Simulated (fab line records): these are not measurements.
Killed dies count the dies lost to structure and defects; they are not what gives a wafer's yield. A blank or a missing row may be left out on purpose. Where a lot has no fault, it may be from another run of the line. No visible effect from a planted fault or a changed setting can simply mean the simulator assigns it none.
Chamber matching -- flow sky130 -- cmp-02 running SKY_LI_CONTACT_CMP_02: 4 sister chambers
The step polishes PSG. 4 wafers are shown with their chamber, then 8 later ones without.

WAFERS WITH THEIR CHAMBER
wafer,chamber,motor-current-A (A)
L747.1,0,12.0
L747.5,2,14.2
L747.6,3,12.0
L752.1,1,12.1

WAFERS WITH NO CHAMBER GIVEN
wafer,motor-current-A (A)
L752.2,12.0
L752.6,11.9
L755.3,12.3
L755.5,11.6
L755.6,11.9
L754.2,11.9
L754.5,14.1
L754.6,11.6

WHICH CHAMBER EACH ONE RAN IN
wafer,from the rows above,in truth
L752.2,can't be placed: 0 or 3 or 1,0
L752.6,can't be placed: 0 or 3 or 1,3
L755.3,can't be placed: 1 or 0 or 3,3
L755.5,can't be placed: 0 or 3 or 1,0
L755.6,can't be placed: 0 or 3 or 1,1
L754.2,can't be placed: 0 or 3 or 1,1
L754.5,2,2
L754.6,can't be placed: 0 or 3 or 1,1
Correctly placed: 1 of 8. These rows do not allow placing 7 (true chamber among the candidates in 7). Number placed wrongly: 0.
How it was worked out, from the rows above alone: a wafer's distance from a chamber is the root of the sum, over the readings, of the square of ((its reading less the chamber's mean) divided by the reading's scatter). If the next closest chamber is less than 2 further off than the closest, the wafer can't be placed; otherwise it belongs to the closest. A chamber's mean is the mean of its shown wafers. The scatter: root of mean squared gap, hidden wafer to nearest shown wafer, with one shown wafer a chamber.
